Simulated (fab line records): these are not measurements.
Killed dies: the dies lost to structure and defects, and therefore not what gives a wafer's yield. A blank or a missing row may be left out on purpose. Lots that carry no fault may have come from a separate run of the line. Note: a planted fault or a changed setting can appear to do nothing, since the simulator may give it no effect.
Which tool was responsible? ; flow sky130 ; 7 lots (21 wafers sampled), 1 step of a 708-step route

## WHAT THE GAUGES READ, wafer by wafer
SKY_VT_ADJUST_NCORE_TW_MEAS_11.
lot;measured;on;VT_ADJUST_NCORE_TW
L864;day 9 14:04;film_metro-04;222 220 221
L866;day 10 06:52;film_metro-04;221 221 220
L869;day 10 23:17;film_metro-03;222 222 222
L871;day 11 16:45;film_metro-03;222 221 221
L874;day 12 20:49;film_metro-04;224 222 223
L877;day 13 18:16;film_metro-04;222 221 223
L883;day 15 03:38;film_metro-03;220 221 221

## WHAT TOOL EACH LOT RAN ON (gives the tool, then ch and the chambers of the sampled wafers, and finally the start)
There is no process step in the record ahead of these readings.

## THE ANSWER, worked out from the rows above alone
Rule: what is usual is taken from the lots themselves. The widest of any qualifying gaps counts: lots, ordered by their means at a reading, are off when they make up no more than a third of the lots, leave a main group of 4 or more, and stand apart from it by 3 or more times the standard deviation of that group's means. Not used: any main group whose means are identical at the precision the tables above print for the reading. A lot without any number at a reading at which 4 lots or more have one is off too. Where the step has rows for the other lots, those lots are counted as sound.
None of the lots is off at any reading shown; this tells nothing.

## WHAT WAS PUT IN BY THE SIMULATOR
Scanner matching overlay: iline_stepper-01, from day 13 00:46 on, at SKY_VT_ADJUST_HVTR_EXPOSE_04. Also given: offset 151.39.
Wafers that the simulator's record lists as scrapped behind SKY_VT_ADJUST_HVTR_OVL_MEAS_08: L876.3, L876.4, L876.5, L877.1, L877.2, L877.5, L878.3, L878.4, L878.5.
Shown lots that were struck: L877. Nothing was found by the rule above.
